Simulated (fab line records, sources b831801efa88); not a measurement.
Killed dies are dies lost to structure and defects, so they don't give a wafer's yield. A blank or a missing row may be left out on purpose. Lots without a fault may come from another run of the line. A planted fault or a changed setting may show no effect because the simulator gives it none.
A struck lot beside a sound one | flow sky130 | 19 steps out of a route of 708
Sound: wafers L592.1, L592.3, L592.4. Struck: wafers L598.1, L598.4, L598.6. The cause comes at the end.
At each step with rows: each side's tool, then ch and its chambers, then its first start. Under that, the readings that differ: sound wafers | struck wafers | difference of the means | sigmas: that difference in standard deviations of wafers without a fault.
alike: readings whose means differ by less than 2 such deviations, and words and numbers that are the same on both sides. not compared: withheld readings, readings that some wafer has no value for, bounds like >300 that may hide the same value, and numbers for which the record gives no deviation and whose values overlap.
The two part at a step that has a row with sigmas, a row that says differs or no value, or rows on one side only. Numbers that don't overlap but have no deviation are shown without sigmas and don't part them. A reading that every wafer of one side lacks parts them only if that side has two wafers or more.

first, 1 step without rows for these wafers: SKY_LDD_HVP_IMPLANT_08.
SKY_LDD_HVP_STRIP_09: strips in O2/N2.
  sound on plasma_asher-04 ch 0,1, day 26 17:19; struck on plasma_asher-01 ch 1, day 28 13:19
  alike: drypump_motor_current_A, oes_product_au, strip_time_to_endpoint_s
  not compared: rf_hours_counter_h
SKY_LDD_HVP_TW_MEAS_10:
  sound on film_metro-04, day 26 17:25; struck on film_metro-03, day 28 13:25
  alike: LDD_HVP_TW
then, 7 steps without rows for these wafers: SKY_LDD_LDN_DEHYDRATE_00 (time 60 s); SKY_LDD_LDN_HMDS_01 (prime time 60 s); SKY_LDD_LDN_COAT_02 (resist thk 1140 nm); SKY_LDD_LDN_SOFTBAKE_03 (time 60 s); SKY_LDD_LDN_EXPOSE_04 (exposes mask LDNTM, target cd 700 nm); SKY_LDD_LDN_PEB_05; SKY_LDD_LDN_DEVELOP_06 (develop time 60 s).
SKY_LDD_LDN_OVL_MEAS_07:
  sound on overlay-02, day 27 22:33; struck on overlay-01, day 29 17:11
  alike: LDD_LDN_OVL
then, 1 step without rows for these wafers: SKY_LDD_LDN_IMPLANT_08.
SKY_LDD_LDN_IMPLANT_09:
  sound on implanter-03 ch 0, day 27 22:44; struck on implanter-04 ch 0, day 29 17:41
then, 2 steps without rows for these wafers: SKY_LDD_LDN_IMPLANT_10; SKY_LDD_LDN_IMPLANT_11.
SKY_LDD_LDN_STRIP_12: strips in O2/N2.
  sound on plasma_asher-03 ch 0,1, day 27 23:11; struck on plasma_asher-04 ch 0,1, day 29 18:08
  reading                     | sound       | struck      | difference | sigmas
  drypump_motor_current_A (A) | 6.5 6.6 5.9 | 5.2 5.2 5.1 | -1.2       | -2
  alike: oes_product_au, strip_time_to_endpoint_s
  not compared: rf_hours_counter_h
SKY_LDD_LDN_TW_MEAS_13:
  sound on film_metro-02, day 27 23:17; struck on film_metro-04, day 29 18:14
  reading    | sound          | struck         | difference | sigmas
  LDD_LDN_TW | 1472 1472 1462 | 1582 1586 1575 | +112       | +8
then, 1 step without rows for these wafers: SKY_LDD_LDN_CLEAN_14 (cleans in SC1/SC2, time 150 s).
-- the record jumps here: 21 days lie between the struck wafers' starts before and after (it left off in module LDD_LDN and takes up again in module PAD_OPEN, whose first step shown is number 708 of the route) --
SKY_PAD_OPEN_PROBE_99:
  sound on prober-02, day 49 07:22; struck on prober-02, day 50 07:44
  reading                         | sound          | struck         | difference | sigmas
  killed_at_M0_to_M3              | 39 35 38       | 48 54 52       | +14        | +2
  model.etest.tip_sonos.rs_ohm_sq | 2568 2545 2654 | 2382 2368 2423 | -198       |
  alike: killed_at_M4_up, killed_at_contacts, killed_at_front_end, killed_at_other, killed_dies, killed_open, killed_short

WHERE THEY PART
First at SKY_LDD_LDN_STRIP_12; last, within this record, at SKY_PAD_OPEN_PROBE_99.

WHY: what the simulator had put in
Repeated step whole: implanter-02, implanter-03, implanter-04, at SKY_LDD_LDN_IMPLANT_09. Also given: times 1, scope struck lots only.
